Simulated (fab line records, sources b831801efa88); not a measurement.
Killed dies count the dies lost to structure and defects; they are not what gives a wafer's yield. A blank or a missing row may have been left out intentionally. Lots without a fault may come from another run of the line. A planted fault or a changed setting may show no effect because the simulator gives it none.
fab line records    flow sky130
[record] lots = 14  wafers = 42  lastDay = 50
route steps=708 shown RES_XHIGH@338 LI_CONTACT@363 LOCAL_INTERCONNECT@389
lots untouched by any fault: they come from a run of this same line in which no faults occurred
startH: hours from the record's first day to the start of the lot's first wafer shown    waitH: hours since the lot's step before    " identical to the entry in the row above    L1.1+2: a row that stands for several wafers    - no value present, or no start provided    * or withheld: withheld    < > ~ a bound
route shown NAME@n: a module of which the file shows steps, and the number in the route of the first    usual: mean/standard deviation taken from wafers without a fault    same: alike in all rows    chamber/n: place in a boat    sites: the reading at each site    _std_site: standard deviation across them    _edge_site: mean of outer sites minus mean of inner sites    radiusMm: how far each site lies from the wafer's centre    mask NAME#n: copy n    behind: the tool/chamber that last shaped the wafer    hold: why the lot went on hold/how many hours it stayed there/how the hold came to an end    device: the transistor (n, p or np) that didn't switch    end of line: at the end of the route, the tests of the same wafers    step lacking rows: just its recipe    killed: the dies lost at the first sort to structure and to defects; this is not the yield of the wafer    map: per-die view of a wafer (x killed, . not killed, _ where there is no die)
set.NAME: the setting that was run; set.NAME@STEP: the one run at that earlier step    model.NAME: the simulator's own value behind a step, which no gauge read
the route's steps for a sample of lots (tables are steps, rows are wafers)
services: when a tool's chamber went out of use (startH, in hours from the record's first day, below 0 if earlier), for how many hours, and the reason
[[steps]]
[step SKY_RES_XHIGH_DEVELOP_06]
[recipe] resist = NOVOLAK  developer = TMAH  developTimeS = 60  devTempC = 23
[usual] chillPlateTempC = 22.97/0.11  developTimeS = 60/0
lot.wafer  tool           chamber  startH  waitH  chillPlateTempC  developTimeS
L813.2     lithoTrack-01  0        619.64  0.1    23.01            60
L813.3     "              0        "       "      23.03            60
L813.6     "              0        "       "      23.15            60
L814.3     lithoTrack-03  0        632.02  0.1    22.84            60
L814.5     "              0        "       "      23.07            60
L814.6     "              0        "       "      23.11            60
L815.2     lithoTrack-02  0        649.41  0.1    22.71            60
L815.3     "              0        "       "      22.74            60
L815.5     "              0        "       "      22.78            60
L817.2     lithoTrack-01  0        661.99  0.1    22.99            60
L817.4     "              0        "       "      22.96            60
L817.6     "              0        "       "      22.74            60
L820.1     lithoTrack-02  0        688.58  0.1    22.83            60
L820.3     "              0        "       "      22.81            60
L820.5     "              0        "       "      23.02            60
L821.4     lithoTrack-02  0        692.46  0.1    23.01            60
L821.5     "              0        "       "      23.10            60
L821.6     "              0        "       "      23.16            60
L822.2     lithoTrack-01  0        704.79  0.1    22.99            60
L822.5     "              0        "       "      22.97            60
L822.6     "              0        "       "      23.10            60
L824.1     lithoTrack-01  0        715.57  0.1    23.15            60
L824.2     "              0        "       "      22.96            60
L824.5     "              0        "       "      22.87            60
L823.3     lithoTrack-02  0        716.43  0.1    22.99            60
L823.4     "              0        "       "      23.00            60
L823.5     "              0        "       "      23.07            60
L830.2     lithoTrack-01  -        762.29  0.1    -                -
L830.4     "              -        "       "      -                -
L830.6     "              -        "       "      -                -
L831.2     lithoTrack-01  -        772.89  0.1    -                -
L831.3     "              -        "       "      -                -
L831.4     "              -        "       "      -                -
L833.3     lithoTrack-03  0        785.37  0.1    22.95            60
L833.4     "              0        "       "      23.05            60
L833.5     "              0        "       "      23.06            60
L834.2     lithoTrack-02  0        792.61  0.1    22.88            60
L834.3     "              0        "       "      22.97            60
L834.4     "              0        "       "      22.77            60
L835.1     lithoTrack-01  0        797.47  0.1    22.83            60
L835.3     "              0        "       "      22.99            60
L835.4     "              0        "       "      22.86            60
[step SKY_RES_XHIGH_TW_MEAS_09]
[usual] RES_XHIGH_TW = 1645/11
lot.wafer  tool          chamber  startH  waitH  hold                     RES_XHIGH_TW
L813.2     filmMetro-04  -        620.03  0.1    -                        1647
L813.3     "             -        "       "      -                        1633
L813.6     "             -        "       "      -                        1641
L814.3     filmMetro-03  -        632.39  0.1    -                        1648
L814.5     "             -        "       "      -                        1650
L814.6     "             -        "       "      -                        1655
L815.2     filmMetro-01  -        649.79  0.1    -                        1638
L815.3     "             -        "       "      -                        1639
L815.5     "             -        "       "      -                        1641
L817.2     filmMetro-04  -        662.38  0.1    -                        1640
L817.4     "             -        "       "      -                        1637
L817.6     "             -        "       "      -                        1639
L820.1     filmMetro-03  -        688.98  0.1    -                        1647
L820.3     "             -        "       "      -                        1642
L820.5     "             -        "       "      -                        1643
L821.4     filmMetro-01  -        692.81  0.1    -                        1649
L821.5     "             -        "       "      -                        1642
L821.6     "             -        "       "      -                        1647
L822.2     filmMetro-03  -        705.18  0.1    -                        1662
L822.5     "             -        "       "      -                        1658
L822.6     "             -        "       "      -                        1659
L824.1     filmMetro-04  -        715.97  0.1    -                        1646
L824.2     "             -        "       "      -                        1648
L824.5     "             -        "       "      -                        1643
L823.3     filmMetro-03  -        716.80  0.1    -                        1665
L823.4     "             -        "       "      -                        1659
L823.5     "             -        "       "      -                        1658
L830.2     filmMetro-04  -        762.68  0.1    awaitDispo/0.2h/release  30
L830.4     "             -        "       "      awaitDispo/0.2h/release  30
L830.6     "             -        "       "      awaitDispo/0.2h/release  30
L830.2     filmMetro-04  -        762.90  0.2    -                        30
L830.4     "             -        "       "      -                        30
L830.6     "             -        "       "      -                        30
L831.2     filmMetro-03  -        773.28  0.1    awaitDispo/0.2h/release  30
L831.3     "             -        "       "      awaitDispo/0.2h/release  30
L831.4     "             -        "       "      awaitDispo/0.2h/release  30
L831.2     filmMetro-03  -        773.50  0.2    -                        30
L831.3     "             -        "       "      -                        30
L831.4     "             -        "       "      -                        30
L833.3     filmMetro-01  -        785.74  0.1    -                        1648
L833.4     "             -        "       "      -                        1657
L833.5     "             -        "       "      -                        1651
L834.2     filmMetro-04  -        792.99  0.1    -                        1645
L834.3     "             -        "       "      -                        1647
L834.4     "             -        "       "      -                        1643
L835.1     filmMetro-03  -        797.87  0.1    -                        1654
L835.3     "             -        "       "      -                        1648
L835.4     "             -        "       "      -                        1657
[step SKY_LI_CONTACT_THK_MEAS_01]
[recipe] reads = PSG_of_LI_CONTACT_HDPCVD_00
[usual] LI_CONTACT_HDPCVD_THK = 930/11
lot.wafer  tool          chamber  startH  waitH  LI_CONTACT_HDPCVD_THK[nm]
L813.2     filmMetro-03  -        650.15  0.1    906
L813.3     "             -        "       "      920
L813.6     "             -        "       "      924
L814.3     filmMetro-03  -        661.84  0.1    922
L814.5     "             -        "       "      922
L814.6     "             -        "       "      918
L815.2     filmMetro-03  -        679.15  0.1    923
L815.3     "             -        "       "      929
L815.5     "             -        "       "      937
L817.2     filmMetro-04  -        692.15  0.1    927
L817.4     "             -        "       "      929
L817.6     "             -        "       "      930
L820.1     filmMetro-04  -        718.45  0.1    925
L820.3     "             -        "       "      932
L820.5     "             -        "       "      919
L821.4     filmMetro-03  -        722.07  0.0    917
L821.5     "             -        "       "      911
L821.6     "             -        "       "      931
L822.2     filmMetro-01  -        733.66  0.1    939
L822.5     "             -        "       "      934
L822.6     "             -        "       "      918
L824.1     filmMetro-01  -        744.69  0.1    935
L824.2     "             -        "       "      918
L824.5     "             -        "       "      920
L823.3     filmMetro-01  -        745.01  0.1    950
L823.4     "             -        "       "      942
L823.5     "             -        "       "      948
L833.3     filmMetro-04  -        812.42  0.1    935
L833.4     "             -        "       "      933
L833.5     "             -        "       "      928
L834.2     filmMetro-03  -        820.50  0.1    927
L834.3     "             -        "       "      943
L834.4     "             -        "       "      932
L835.1     filmMetro-03  -        825.01  0.1    945
L835.3     "             -        "       "      951
L835.4     "             -        "       "      945
[step SKY_LI_CONTACT_CMP_24]
[recipe] stopOn = PSG  tOverpolishS = 20  downForcePsi = 3.5  platenRpm = 60  targetThkNm = 0  padVelocityMS = 0.94248
[usual] motorCurrentA = 12.0/1.3  overpolishRunS = 20.000/0.0094  slurryFilterDpKPa = 13.53/0.13  timeToEndpointS = 99/4
[same] tOverpolishS = 20
lot.wafer  tool    chamber  startH  waitH  motorCurrentA  overpolishRunS  slurryFilterDpKPa  timeToEndpointS
L813.2     cmp-02  0        680.50  0.1    11.7           20.004          13.51              103
L813.3     "       1        "       "      10.9           19.984          13.88              102
L813.6     "       3        "       "      13.1           20.005          13.54              106
L814.3     cmp-02  0        692.14  0.2    11.3           19.988          13.26              102
L814.5     "       1        "       "      11.1           20.006          13.62              103
L814.6     "       2        "       "      12.5           19.998          13.44              102
L815.2     cmp-01  2        708.65  0.0    11.9           20.001          13.65              99
L815.3     "       0        "       "      12.4           20.006          13.57              105
L815.5     "       2        "       "      11.0           20.004          13.69              95
L817.4     cmp-02  0        722.02  0.1    11.5           19.994          13.41              101
L817.2     "       2        "       "      12.6           20.000          13.30              106
L817.6     "       0        "       "      11.0           20.002          13.38              104
L820.1     cmp-02  0        747.05  0.1    11.7           19.993          13.40              98
L820.3     "       2        "       "      11.3           19.998          13.42              104
L820.5     "       0        "       "      11.2           19.992          13.53              103
L821.4     cmp-01  0        750.99  0.1    12.5           20.007          13.55              100
L821.6     "       3        "       "      10.1           19.994          13.78              100
L821.5     "       0        "       "      13.2           19.993          13.19              102
L822.2     cmp-01  3        762.12  0.2    10.1           20.002          13.53              100
L822.5     "       0        "       "      12.9           19.991          13.69              99
L822.6     "       1        "       "      13.9           19.992          13.55              91
L824.1     cmp-01  1        773.10  0.1    14.0           20.014          13.53              97
L824.2     "       2        "       "      11.1           19.996          13.66              95
L824.5     "       1        "       "      14.2           19.989          13.46              95
L823.3     cmp-01  1        773.92  0.2    13.6           19.992          13.46              93
L823.4     "       3        "       "      10.1           20.006          13.50              101
L823.5     "       1        "       "      13.7           19.986          13.72              95
L833.3     cmp-02  1        839.80  0.0    10.5           20.010          13.77              94
L833.4     "       2        "       "      12.2           19.991          13.34              96
L833.5     "       2        "       "      11.8           20.001          13.55              99
L834.3     cmp-02  2        847.67  0.0    12.3           20.010          13.55              107
L834.4     "       3        "       "      13.4           19.995          13.57              101
L834.2     "       0        "       "      11.8           20.006          13.54              99
L835.3     cmp-02  1        852.90  0.1    10.6           20.009          13.50              98
L835.1     "       2        "       "      12.1           20.004          13.56              102
L835.4     "       3        "       "      12.4           19.997          13.47              103
[step SKY_LOCAL_INTERCONNECT_THK_MEAS_02]
[recipe] thkMeasGauge = xrf  reads = TiN_of_LOCAL_INTERCONNECT_SPUTTER_00
[usual] LOCAL_INTERCONNECT_TIN_THK = 99.6/1.1
lot.wafer  tool          chamber  startH  waitH  LOCAL_INTERCONNECT_TIN_THK[nm]
L813.2     filmMetro-03  -        680.89  0.1    99.7
L813.3     "             -        "       "      100.0
L813.6     "             -        "       "      100.2
L814.3     filmMetro-03  -        692.50  0.1    98.2
L814.5     "             -        "       "      99.3
L814.6     "             -        "       "      98.0
L815.2     filmMetro-04  -        709.14  0.1    97.9
L815.3     "             -        "       "      97.2
L815.5     "             -        "       "      97.2
L817.2     filmMetro-04  -        722.46  0.1    100.4
L817.4     "             -        "       "      100.3
L817.6     "             -        "       "      100.7
L820.1     filmMetro-03  -        747.54  0.1    99.4
L820.3     "             -        "       "      100.2
L820.5     "             -        "       "      98.3
L821.4     filmMetro-02  -        751.45  0.1    100.8
L821.5     "             -        "       "      99.6
L821.6     "             -        "       "      99.8
L822.2     filmMetro-03  -        762.46  0.1    99.7
L822.5     "             -        "       "      99.6
L822.6     "             -        "       "      99.7
L824.1     filmMetro-02  -        773.53  0.1    100.1
L824.2     "             -        "       "      98.7
L824.5     "             -        "       "      100.0
L823.3     filmMetro-03  -        774.43  0.1    97.9
L823.4     "             -        "       "      98.7
L823.5     "             -        "       "      97.9
L833.3     filmMetro-03  -        840.30  0.1    99.1
L833.4     "             -        "       "      99.9
L833.5     "             -        "       "      98.5
L834.2     filmMetro-02  -        848.16  0.1    98.8
L834.3     "             -        "       "      98.7
L834.4     "             -        "       "      99.5
L835.1     filmMetro-02  -        853.33  0.1    101.5
L835.3     "             -        "       "      100.6
L835.4     "             -        "       "      101.5
[[services]]
tool    chamber  startH  hours  kind
cmp-02  -        644.94  3.7    repair
cmp-02  -        686.64  3.9    pm
cmp-01  -        691.11  5.5    pm
cmp-02  -        723.05  1.1    repair
cmp-01  -        744.00  4.0    pm
cmp-01  -        748.00  -      consumableReplace:conditioner
cmp-01  -        748.00  -      consumableReplace:pad
cmp-02  -        772.76  2.6    repair
cmp-02  -        790.96  1.3    repair
cmp-01  -        821.45  1.4    repair
cmp-02  -        821.46  0.3    repair
cmp-01  -        848.78  74.2   repair
[[key]]
[firstSign] step = SKY_RES_XHIGH_DEVELOP_06  reading = toolRecord  direction = missing
[effect] step = SKY_RES_XHIGH_TW_MEAS_09  reading = visit  direction = added
[effect] step = SKY_RES_XHIGH_TW_MEAS_09  reading = RES_XHIGH_TW  direction = down  sigmas = 99+  usual = 1645  struck = 30
metAt SKY_RES_XHIGH_DEVELOP_06
struckLots L830,L831
scrappedBehind SKY_RES_XHIGH_TW_MEAS_09 L830.2,L830.4,L830.6,L831.2,L831.3,L831.4
notActingAt SKY_LI_CONTACT_THK_MEAS_01,SKY_LI_CONTACT_CMP_24,SKY_LOCAL_INTERCONNECT_THK_MEAS_02
onsetBetween 715.57 762.29
[fault] kind = skippedStepWhole  tool = lithoTrack-01  chamber = -  onsetH = 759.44  steps = SKY_RES_XHIGH_DEVELOP_06  scope = struckLotsOnly
